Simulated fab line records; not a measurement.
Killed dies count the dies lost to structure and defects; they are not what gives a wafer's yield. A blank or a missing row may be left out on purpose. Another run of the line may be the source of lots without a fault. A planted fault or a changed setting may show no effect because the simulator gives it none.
Matching of chambers -- flow sky130 -- rie-diel-02 running SKY_VIA1_ETCH_15: 4 sister chambers
The step etches SiO2 in C4F8/O2/Ar, stops on TiN, target depth 351 nm, time 54 s. 8 wafers are shown with their chamber, then 7 later ones without.

EACH WAFER AND ITS CHAMBER
wafer,chamber,oes-product-au (a.u.)
L300.2,3,0.976
L302.5,2,0.975
L302.6,1,0.979
L303.1,0,0.985
L303.4,3,0.985
L303.5,1,0.981
L314.2,0,0.985
L314.4,2,0.986

WAFERS WITH NO CHAMBER GIVEN
wafer,oes-product-au (a.u.)
L314.6,0.987
L315.4,0.979
L315.5,0.979
L315.6,0.976
L318.1,0.990
L318.2,0.983
L318.6,0.979

WHICH CHAMBER EACH ONE RAN IN
wafer,from the rows above,in truth
L314.6,can't be placed: 0 or 2 or 3 or 1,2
L315.4,can't be placed: 1 or 2 or 3 or 0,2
L315.5,can't be placed: 1 or 2 or 3 or 0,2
L315.6,can't be placed: 1 or 2 or 3 or 0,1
L318.1,can't be placed: 0 or 2 or 3 or 1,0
L318.2,can't be placed: 0 or 2 or 3 or 1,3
L318.6,can't be placed: 1 or 2 or 3 or 0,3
0 of 7 placed correctly. From these rows, 7 cannot be placed; in 7 the true chamber is one of the candidates. 0 placed wrongly.
How it was worked out, from the rows above alone: a wafer's distance from a chamber is the root of the sum, over the readings, of the square of ((its reading less the chamber's mean) divided by the reading's scatter). If the next closest chamber is less than 2 further off than the closest, the wafer can't be placed; otherwise it belongs to the closest. A chamber's mean is the mean of its shown wafers. The scatter: the root of (the sum of the squares of (reading less its chamber's mean) over the shown wafers, divided by (wafers less chambers)).
